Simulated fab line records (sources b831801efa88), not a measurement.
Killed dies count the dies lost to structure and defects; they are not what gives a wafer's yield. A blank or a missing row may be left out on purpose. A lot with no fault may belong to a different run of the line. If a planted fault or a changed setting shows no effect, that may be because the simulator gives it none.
What tool caused it? :: flow sky130 :: 14 lots with 42 wafers sampled at 4 steps, on a route of 708 steps

## WHAT THE GAUGES SHOWED, per wafer
No reading from a measuring or inspecting step in the record can be judged against a usual standard deviation.

## WHAT TOOL EACH LOT RAN ON (gives the tool, then ch and the chambers of the sampled wafers, and finally the start)
lot: L411
SKY_LOCAL_INTERCONNECT_ETCH_13: rie-metal-01 ch 0,1, day 29 21:52
SKY_CONTACT_PEB_12: litho-track-02 ch 0, day 31 01:00
SKY_CONTACT_ETCH_17: rie-diel-03 ch 0,2, day 31 02:22
SKY_CONTACT_ETCH_18: rie-diel-03 ch 0,2, no start

lot: L412
SKY_LOCAL_INTERCONNECT_ETCH_13: rie-metal-02 ch 0,1, day 29 23:44
SKY_CONTACT_PEB_12: litho-track-02 ch 0, day 31 04:00
SKY_CONTACT_ETCH_17: rie-diel-01 ch 1,2,3, day 31 05:10
SKY_CONTACT_ETCH_18: rie-diel-01 ch 1,2,3, no start

lot: L413
SKY_LOCAL_INTERCONNECT_ETCH_13: rie-metal-03 ch 0,1, day 30 14:13
SKY_CONTACT_PEB_12: litho-track-04 ch 0, day 31 17:00
SKY_CONTACT_ETCH_17: rie-diel-03 ch 0,1,3, day 31 18:31
SKY_CONTACT_ETCH_18: rie-diel-03 ch 0,1,3, no start

lot: L414
SKY_LOCAL_INTERCONNECT_ETCH_13: rie-metal-01 ch 0,1, day 30 20:55
SKY_CONTACT_PEB_12: litho-track-04 ch 0, day 32 01:00
SKY_CONTACT_ETCH_17: rie-diel-02 ch 1,2,3, day 32 01:49
SKY_CONTACT_ETCH_18: rie-diel-02 ch 1,2,3, no start

lot: L415
SKY_LOCAL_INTERCONNECT_ETCH_13: rie-metal-01 ch 0,1, day 31 04:04
SKY_CONTACT_PEB_12: litho-track-04 ch 0, day 32 08:00
SKY_CONTACT_ETCH_17: rie-diel-02 ch 0,1,2, day 32 08:43
SKY_CONTACT_ETCH_18: rie-diel-02 ch 0,1,2, no start

lot: L417
SKY_LOCAL_INTERCONNECT_ETCH_13: rie-metal-03 ch 0,1, day 32 06:43
SKY_CONTACT_PEB_12: litho-track-02 ch 0, day 33 10:00
SKY_CONTACT_ETCH_17: rie-diel-02 ch 1,2, day 33 11:29
SKY_CONTACT_ETCH_18: rie-diel-02 ch 1,2, no start

lot: L420
SKY_LOCAL_INTERCONNECT_ETCH_13: rie-metal-02 ch 1, day 33 00:37
SKY_CONTACT_PEB_12: litho-track-03, day 34 04:00
SKY_CONTACT_ETCH_17: rie-diel-02 ch 0,1,3, day 34 04:58
SKY_CONTACT_ETCH_18: rie-diel-02 ch 0,1,3, no start

lot: L421
SKY_LOCAL_INTERCONNECT_ETCH_13: rie-metal-03 ch 1, day 33 15:59
SKY_CONTACT_PEB_12: litho-track-04, day 34 19:00
SKY_CONTACT_ETCH_17: rie-diel-01 ch 1,3, day 34 20:01
SKY_CONTACT_ETCH_18: rie-diel-01 ch 1,3, no start

lot: L426
SKY_LOCAL_INTERCONNECT_ETCH_13: rie-metal-01 ch 1, day 35 01:40
SKY_CONTACT_PEB_12: litho-track-03 ch 0, day 36 05:00
SKY_CONTACT_ETCH_17: rie-diel-01 ch 0,3, day 36 05:43
SKY_CONTACT_ETCH_18: rie-diel-01 ch 0,3, no start

lot: L427
SKY_LOCAL_INTERCONNECT_ETCH_13: rie-metal-03 ch 0,1, day 35 08:43
SKY_CONTACT_PEB_12: litho-track-03 ch 0, day 36 12:00
SKY_CONTACT_ETCH_17: rie-diel-02 ch 1,2, day 36 12:55
SKY_CONTACT_ETCH_18: rie-diel-02 ch 1,2, no start

lot: L428
SKY_LOCAL_INTERCONNECT_ETCH_13: rie-metal-02 ch 0,1, day 35 14:19
SKY_CONTACT_PEB_12: litho-track-02 ch 0, day 36 18:00
SKY_CONTACT_ETCH_17: rie-diel-01 ch 1,2,3, day 36 18:47
SKY_CONTACT_ETCH_18: rie-diel-01 ch 1,2,3, no start

lot: L430
SKY_LOCAL_INTERCONNECT_ETCH_13: rie-metal-02 ch 0,1, day 37 23:49
SKY_CONTACT_PEB_12: litho-track-04 ch 0, day 39 02:00
SKY_CONTACT_ETCH_17: rie-diel-01 ch 0,1, day 39 03:28
SKY_CONTACT_ETCH_18: rie-diel-01 ch 0,1, no start

lot: L433
SKY_LOCAL_INTERCONNECT_ETCH_13: rie-metal-01 ch 0,1, day 38 05:16
SKY_CONTACT_PEB_12: litho-track-03 ch 0, day 39 06:00
SKY_CONTACT_ETCH_17: rie-diel-02 ch 0,1,3, day 39 07:22
SKY_CONTACT_ETCH_18: rie-diel-02 ch 0,1,3, no start

lot: L432
SKY_LOCAL_INTERCONNECT_ETCH_13: rie-metal-01 ch 0,1, day 38 07:26
SKY_CONTACT_PEB_12: litho-track-04 ch 0, day 39 09:00
SKY_CONTACT_ETCH_17: rie-diel-02 ch 0,3, day 39 09:40
SKY_CONTACT_ETCH_18: rie-diel-02 ch 0,3, no start
- SKY_LOCAL_INTERCONNECT_ETCH_13: etches BARC in N2/H2, stops on SiO2, time 45.9 s, target depth 60 nm.
- SKY_CONTACT_PEB_12
- SKY_CONTACT_ETCH_17: etches SiO2 in C4F8/O2/Ar, stops on Si3N4, target depth 340 nm.
- SKY_CONTACT_ETCH_18: etches Si3N4 in CHF3/O2, stops on TiN, time 39 s, target depth 75 nm.

## WHAT THE TOOLS THEMSELVES READ (means of the sampled wafers that have a number; where no wafer has one, the mark that the record gives instead)
SKY_LOCAL_INTERCONNECT_ETCH_13.
lot: L411
tool: rie-metal-01
drypump-motor-current-A (A): 5.9
oes-product-au (a.u.): 0.855
rf-fwd-power-W (W): 495.2
throttle-valve-pct (%): 13.231

lot: L412
tool: rie-metal-02
drypump-motor-current-A (A): 6.3
oes-product-au (a.u.): 0.852
rf-fwd-power-W (W): 494.9
throttle-valve-pct (%): 13.225

lot: L413
tool: rie-metal-03
drypump-motor-current-A (A): 5.8
oes-product-au (a.u.): 0.856
rf-fwd-power-W (W): 493.3
throttle-valve-pct (%): 13.223

lot: L414
tool: rie-metal-01
drypump-motor-current-A (A): 5.9
oes-product-au (a.u.): 0.855
rf-fwd-power-W (W): 494.2
throttle-valve-pct (%): 13.222

lot: L415
tool: rie-metal-01
drypump-motor-current-A (A): 5.9
oes-product-au (a.u.): 0.860
rf-fwd-power-W (W): 494.8
throttle-valve-pct (%): 13.232

lot: L417
tool: rie-metal-03
drypump-motor-current-A (A): 5.5
oes-product-au (a.u.): 0.856
rf-fwd-power-W (W): 493.8
throttle-valve-pct (%): 13.231

lot: L420
tool: rie-metal-02
drypump-motor-current-A (A): 5.8
oes-product-au (a.u.): 0.856
rf-fwd-power-W (W): 493.7
throttle-valve-pct (%): 13.220

lot: L421
tool: rie-metal-03
drypump-motor-current-A (A): 6.2
oes-product-au (a.u.): 0.856
rf-fwd-power-W (W): 494.8
throttle-valve-pct (%): 13.233

lot: L426
tool: rie-metal-01
drypump-motor-current-A (A): 5.5
oes-product-au (a.u.): 0.856
rf-fwd-power-W (W): 493.1
throttle-valve-pct (%): 13.226

lot: L427
tool: rie-metal-03
drypump-motor-current-A (A): 5.8
oes-product-au (a.u.): 0.856
rf-fwd-power-W (W): 493.8
throttle-valve-pct (%): 13.218

lot: L428
tool: rie-metal-02
drypump-motor-current-A (A): 6.0
oes-product-au (a.u.): 0.852
rf-fwd-power-W (W): 494.2
throttle-valve-pct (%): 13.218

lot: L430
tool: rie-metal-02
drypump-motor-current-A (A): 6.0
oes-product-au (a.u.): 0.857
rf-fwd-power-W (W): 495.5
throttle-valve-pct (%): 13.224

lot: L433
tool: rie-metal-01
drypump-motor-current-A (A): 5.9
oes-product-au (a.u.): 0.857
rf-fwd-power-W (W): 495.7
throttle-valve-pct (%): 13.243

lot: L432
tool: rie-metal-01
drypump-motor-current-A (A): 5.9
oes-product-au (a.u.): 0.849
rf-fwd-power-W (W): 493.8
throttle-valve-pct (%): 13.223

SKY_CONTACT_PEB_12.
lot: L411
tool: litho-track-02
exhaust-pa (Pa): 45.9

lot: L412
tool: litho-track-02
exhaust-pa (Pa): 44.7

lot: L413
tool: litho-track-04
exhaust-pa (Pa): 46.3

lot: L414
tool: litho-track-04
exhaust-pa (Pa): 46.5

lot: L415
tool: litho-track-04
exhaust-pa (Pa): 45.4

lot: L417
tool: litho-track-02
exhaust-pa (Pa): 45.1

lot: L420
tool: litho-track-03
exhaust-pa (Pa): -

lot: L421
tool: litho-track-04
exhaust-pa (Pa): -

lot: L426
tool: litho-track-03
exhaust-pa (Pa): 45.1

lot: L427
tool: litho-track-03
exhaust-pa (Pa): 44.9

lot: L428
tool: litho-track-02
exhaust-pa (Pa): 46.1

lot: L430
tool: litho-track-04
exhaust-pa (Pa): 45.1

lot: L433
tool: litho-track-03
exhaust-pa (Pa): 44.7

lot: L432
tool: litho-track-04
exhaust-pa (Pa): 44.9

SKY_CONTACT_ETCH_17.
lot: L411
tool: rie-diel-03
oes-product-au (a.u.): 0.891
rf-fwd-power-W (W): 1483

lot: L412
tool: rie-diel-01
oes-product-au (a.u.): 0.891
rf-fwd-power-W (W): 1492

lot: L413
tool: rie-diel-03
oes-product-au (a.u.): 0.894
rf-fwd-power-W (W): 1482

lot: L414
tool: rie-diel-02
oes-product-au (a.u.): 0.893
rf-fwd-power-W (W): 1491

lot: L415
tool: rie-diel-02
oes-product-au (a.u.): 0.898
rf-fwd-power-W (W): 1491

lot: L417
tool: rie-diel-02
oes-product-au (a.u.): 0.891
rf-fwd-power-W (W): 1487

lot: L420
tool: rie-diel-02
oes-product-au (a.u.): 0.896
rf-fwd-power-W (W): 1492

lot: L421
tool: rie-diel-01
oes-product-au (a.u.): 0.889
rf-fwd-power-W (W): 1484

lot: L426
tool: rie-diel-01
oes-product-au (a.u.): 0.887
rf-fwd-power-W (W): 1491

lot: L427
tool: rie-diel-02
oes-product-au (a.u.): 0.887
rf-fwd-power-W (W): 1489

lot: L428
tool: rie-diel-01
oes-product-au (a.u.): 0.889
rf-fwd-power-W (W): 1488

lot: L430
tool: rie-diel-01
oes-product-au (a.u.): 0.888
rf-fwd-power-W (W): 1485

lot: L433
tool: rie-diel-02
oes-product-au (a.u.): 0.892
rf-fwd-power-W (W): 1491

lot: L432
tool: rie-diel-02
oes-product-au (a.u.): 0.888
rf-fwd-power-W (W): 1493

SKY_CONTACT_ETCH_18.
lot: L411
tool: rie-diel-03
drypump-motor-current-A (A): 5.8
oes-product-au (a.u.): 0.861
rf-fwd-power-W (W): 593.2
throttle-valve-pct (%): 8.797

lot: L412
tool: rie-diel-01
drypump-motor-current-A (A): 6.0
oes-product-au (a.u.): 0.857
rf-fwd-power-W (W): 593.0
throttle-valve-pct (%): 8.789

lot: L413
tool: rie-diel-03
drypump-motor-current-A (A): 5.6
oes-product-au (a.u.): 0.851
rf-fwd-power-W (W): 592.9
throttle-valve-pct (%): 8.798

lot: L414
tool: rie-diel-02
drypump-motor-current-A (A): 5.5
oes-product-au (a.u.): 0.853
rf-fwd-power-W (W): 594.5
throttle-valve-pct (%): 8.793

lot: L415
tool: rie-diel-02
drypump-motor-current-A (A): 5.4
oes-product-au (a.u.): 0.859
rf-fwd-power-W (W): 592.2
throttle-valve-pct (%): 8.793

lot: L417
tool: rie-diel-02
drypump-motor-current-A (A): 5.4
oes-product-au (a.u.): 0.856
rf-fwd-power-W (W): 593.0
throttle-valve-pct (%): 8.797

lot: L420
tool: rie-diel-02
drypump-motor-current-A (A): 5.6
oes-product-au (a.u.): 0.847
rf-fwd-power-W (W): 591.1
throttle-valve-pct (%): 8.792

lot: L421
tool: rie-diel-01
drypump-motor-current-A (A): 5.8
oes-product-au (a.u.): 0.854
rf-fwd-power-W (W): 594.9
throttle-valve-pct (%): 8.798

lot: L426
tool: rie-diel-01
drypump-motor-current-A (A): 5.4
oes-product-au (a.u.): 0.850
rf-fwd-power-W (W): 594.1
throttle-valve-pct (%): 8.801

lot: L427
tool: rie-diel-02
drypump-motor-current-A (A): 5.4
oes-product-au (a.u.): 0.852
rf-fwd-power-W (W): 590.2
throttle-valve-pct (%): 8.789

lot: L428
tool: rie-diel-01
drypump-motor-current-A (A): 6.0
oes-product-au (a.u.): 0.852
rf-fwd-power-W (W): 594.6
throttle-valve-pct (%): 8.797

lot: L430
tool: rie-diel-01
drypump-motor-current-A (A): 5.6
oes-product-au (a.u.): 0.854
rf-fwd-power-W (W): 592.6
throttle-valve-pct (%): 8.797

lot: L433
tool: rie-diel-02
drypump-motor-current-A (A): 5.6
oes-product-au (a.u.): 0.859
rf-fwd-power-W (W): 596.0
throttle-valve-pct (%): 8.793

lot: L432
tool: rie-diel-02
drypump-motor-current-A (A): 5.7
oes-product-au (a.u.): 0.847
rf-fwd-power-W (W): 594.7
throttle-valve-pct (%): 8.785

## THE ANSWER, worked out from the rows above alone
Rule: what is usual is taken from the lots themselves. The widest of any qualifying gaps counts: lots, ordered by their means at a reading, are off when they make up no more than a third of the lots, leave a main group of 4 or more, and stand apart from it by 3 or more times the standard deviation of that group's means. If all means in a main group match to the digits the tables above print for the reading, that group is not used. Also off: a lot with no number at a reading for which 4 or more lots have one. All remaining lots with rows at the step are treated as sound. Order of review: gauges by route order, followed by the tools' own readings, for which a lot's mean as printed above is used. The first step at which some lot is off is used, and at that step the reading that is off furthest; a lot without a number counts as furthest.
Off: L420, L421, at SKY_CONTACT_PEB_12 (exhaust-pa). Without a number there: L420, L421. Mean 45.4 Pa and standard deviation 0.61 in the main group.
A tool fits if, at that step or a process step before it, it ran every lot that is off, and no sound lot after the first of them. Of those tried, none fits.

## WHAT HAD BEEN PUT IN BY THE SIMULATOR
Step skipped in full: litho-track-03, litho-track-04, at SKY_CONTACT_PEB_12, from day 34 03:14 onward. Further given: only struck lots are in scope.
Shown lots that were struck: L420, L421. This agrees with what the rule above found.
